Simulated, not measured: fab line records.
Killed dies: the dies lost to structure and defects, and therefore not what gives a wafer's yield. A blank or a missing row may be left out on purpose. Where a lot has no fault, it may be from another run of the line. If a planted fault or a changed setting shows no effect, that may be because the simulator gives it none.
What tool caused it? + flow sky130 + 33 wafers from 11 lots sampled at 5 of the route's 708 steps

== WHAT EACH GAUGE READ, for each wafer ==
Not one reading of a measure or inspect step in the record can be checked against a usual standard deviation.

== TOOL THAT RAN EACH LOT (tool first, then ch and the chambers of the sampled wafers, then the start) ==
| lot  | SKY_METAL2_SPUTTER_04        | SKY_VIA2_STRIP_16                    | SKY_VIA4_COAT_06                  | SKY_VIA4_STRIP_13                    | SKY_METAL5_SPUTTER_04        |
|------|------------------------------|--------------------------------------|-----------------------------------|--------------------------------------|------------------------------|
| L168 | pvd sputter-02, day 34 15:28 | plasma asher-02 ch 0,1, day 36 22:42 | litho track-03 ch 0, day 42 21:52 | plasma asher-03 ch 0,1, day 43 09:37 | pvd sputter-01, day 43 11:08 |
| L169 | pvd sputter-01, day 34 21:23 | plasma asher-04 ch 0,1, day 37 04:22 | litho track-03 ch 0, day 43 03:01 | plasma asher-03 ch 0,1, day 43 14:20 | pvd sputter-01, day 43 15:53 |
| L170 | pvd sputter-01, day 35 12:56 | plasma asher-01 ch 0,1, day 37 18:57 | litho track-03 ch 0, day 43 16:40 | plasma asher-04 ch 0,1, day 44 04:44 | pvd sputter-01, day 44 06:08 |
| L173 | pvd sputter-01, day 36 03:23 | plasma asher-01 ch 0,1, day 38 08:39 | litho track-03 ch 0, day 44 05:46 | plasma asher-04 ch 0,1, day 44 17:11 | pvd sputter-03, day 44 18:46 |
| L174 | pvd sputter-01, day 36 11:06 | plasma asher-04 ch 0,1, day 38 16:10 | litho track-01 ch 0, day 44 11:01 | plasma asher-04 ch 0,1, day 44 23:05 | pvd sputter-03, day 45 00:29 |
| L179 | pvd sputter-02, day 38 09:32 | plasma asher-02 ch 0,1, day 40 13:12 | litho track-04 ch 0, day 46 02:31 | plasma asher-01 ch 0,1, day 46 13:20 | pvd sputter-03, day 46 15:15 |
| L181 | pvd sputter-03, day 38 23:04 | plasma asher-04 ch 0,1, day 41 02:25 | litho track-01 ch 0, day 46 13:17 | plasma asher-01 ch 0, day 46 23:26   | pvd sputter-03, day 47 00:54 |
| L183 | pvd sputter-02, day 39 08:44 | plasma asher-04 ch 0,1, day 41 11:17 | litho track-04 ch 0, day 46 19:54 | plasma asher-03 ch 0,1, day 47 06:31 | pvd sputter-02, day 47 07:53 |
| L184 | pvd sputter-02, day 39 15:53 | plasma asher-02 ch 0,1, day 41 16:27 | litho track-04 ch 0, day 47 01:55 | plasma asher-01 ch 0,1, day 47 12:07 | pvd sputter-01, day 47 13:32 |
| L186 | pvd sputter-03, day 39 23:59 | plasma asher-04 ch 0,1, day 42 02:38 | litho track-01 ch 0, day 47 10:58 | plasma asher-03 ch 0,1, day 47 20:59 | pvd sputter-01, day 47 22:58 |
| L189 | pvd sputter-02, day 41 00:50 | plasma asher-04 ch 0,1, day 43 01:57 | litho track-01 ch 0, day 48 05:11 | plasma asher-01 ch 0,1, day 48 14:46 | pvd sputter-01, day 48 16:13 |
- SKY_METAL2_SPUTTER_04: material TiN, target thk 70 nm, time 58.3 s.
- SKY_VIA2_STRIP_16: strips in O2/N2.
- SKY_VIA4_COAT_06: resist thk 1140 nm.
- SKY_VIA4_STRIP_13: strips in O2/N2.
- SKY_METAL5_SPUTTER_04: material TiN, target thk 70 nm, time 58.3 s.

== WHAT THE TOOLS THEMSELVES READ (means of the sampled wafers that have a number; where no wafer has one, the mark that the record gives instead) ==
SKY_METAL2_SPUTTER_04.
| lot  | tool           | throttle valve pct (%) |
|------|----------------|------------------------|
| L168 | pvd sputter-02 | 30.4                   |
| L169 | pvd sputter-01 | 29.9                   |
| L170 | pvd sputter-01 | 30.1                   |
| L173 | pvd sputter-01 | 29.9                   |
| L174 | pvd sputter-01 | 30.7                   |
| L179 | pvd sputter-02 | 30.3                   |
| L181 | pvd sputter-03 | 29.5                   |
| L183 | pvd sputter-02 | 29.5                   |
| L184 | pvd sputter-02 | 30.1                   |
| L186 | pvd sputter-03 | 29.4                   |
| L189 | pvd sputter-02 | 29.5                   |

SKY_VIA2_STRIP_16.
| lot  | tool            | drypump motor current A (A) | oes product au (a.u.) | strip time to endpoint s (s) |
|------|-----------------|-----------------------------|-----------------------|------------------------------|
| L168 | plasma asher-02 | 5.7                         | 0.398                 | 4.021                        |
| L169 | plasma asher-04 | 5.5                         | 0.394                 | 4.056                        |
| L170 | plasma asher-01 | 5.9                         | 0.398                 | 4.045                        |
| L173 | plasma asher-01 | 5.9                         | 0.398                 | 4.067                        |
| L174 | plasma asher-04 | 5.5                         | 0.396                 | 4.088                        |
| L179 | plasma asher-02 | 5.8                         | 0.402                 | 4.070                        |
| L181 | plasma asher-04 | 5.5                         | 0.401                 | 4.080                        |
| L183 | plasma asher-04 | 5.5                         | 0.396                 | 4.046                        |
| L184 | plasma asher-02 | 5.8                         | 0.405                 | 4.041                        |
| L186 | plasma asher-04 | 5.2                         | 0.400                 | 4.047                        |
| L189 | plasma asher-04 | 5.5                         | 0.401                 | 4.086                        |

SKY_VIA4_STRIP_13.
| lot  | tool            | drypump motor current A (A) | oes product au (a.u.) | strip time to endpoint s (s) |
|------|-----------------|-----------------------------|-----------------------|------------------------------|
| L168 | plasma asher-03 | 5.9                         | 0.710                 | 12.832                       |
| L169 | plasma asher-03 | 5.8                         | 0.709                 | 12.787                       |
| L170 | plasma asher-04 | 5.5                         | 0.707                 | 12.806                       |
| L173 | plasma asher-04 | 5.2                         | 0.707                 | 12.801                       |
| L174 | plasma asher-04 | 5.1                         | 0.710                 | 12.817                       |
| L179 | plasma asher-01 | 5.9                         | 0.705                 | 12.782                       |
| L181 | plasma asher-01 | 5.9                         | 0.709                 | 12.808                       |
| L183 | plasma asher-03 | 5.7                         | 0.712                 | 12.789                       |
| L184 | plasma asher-01 | 5.9                         | 0.710                 | 12.833                       |
| L186 | plasma asher-03 | 5.9                         | 0.704                 | 12.239                       |
| L189 | plasma asher-01 | 5.9                         | 0.708                 | 12.184                       |

SKY_METAL5_SPUTTER_04.
| lot  | tool           | throttle valve pct (%) |
|------|----------------|------------------------|
| L168 | pvd sputter-01 | 30.4                   |
| L169 | pvd sputter-01 | 30.7                   |
| L170 | pvd sputter-01 | 30.6                   |
| L173 | pvd sputter-03 | 29.3                   |
| L174 | pvd sputter-03 | 29.5                   |
| L179 | pvd sputter-03 | 29.0                   |
| L181 | pvd sputter-03 | 29.4                   |
| L183 | pvd sputter-02 | 29.5                   |
| L184 | pvd sputter-01 | 30.7                   |
| L186 | pvd sputter-01 | 30.6                   |
| L189 | pvd sputter-01 | 29.9                   |

== THE ANSWER, worked out from the rows above alone ==
Rule: the usual values come from the lots themselves. Put in order of their means at a reading, lots are off if they are a third of the lots or fewer, leave a main group of 4 or more, and stand apart from it by a gap of 3 or more times the standard deviation of the main group's means; of several such gaps the widest counts. A main group whose means are all the same, to the digits that the tables above print for the reading, isn't used. Also off: a lot with no number at a reading for which 4 or more lots have one. The other lots that the step has rows for count as sound. Order of review: gauges by route order, followed by the tools' own readings, for which a lot's mean as printed above is used. At the first step where some lot is off, the reading lying furthest off is the one used; lots without a number count as furthest.
Off: L186, L189 (SKY_VIA4_STRIP_13, strip time to endpoint s). The main group: mean 12.806 s, standard deviation 0.018.
If a tool, at that step or one of the process steps before it, ran each lot that is off and ran no sound lot following the first of them, it fits. 2 tools fit, plasma asher-04 at SKY_VIA2_STRIP_16 and litho track-01 at SKY_VIA4_COAT_06, so this cannot tell which one it is.

== WHAT THE SIMULATOR PUT IN ==
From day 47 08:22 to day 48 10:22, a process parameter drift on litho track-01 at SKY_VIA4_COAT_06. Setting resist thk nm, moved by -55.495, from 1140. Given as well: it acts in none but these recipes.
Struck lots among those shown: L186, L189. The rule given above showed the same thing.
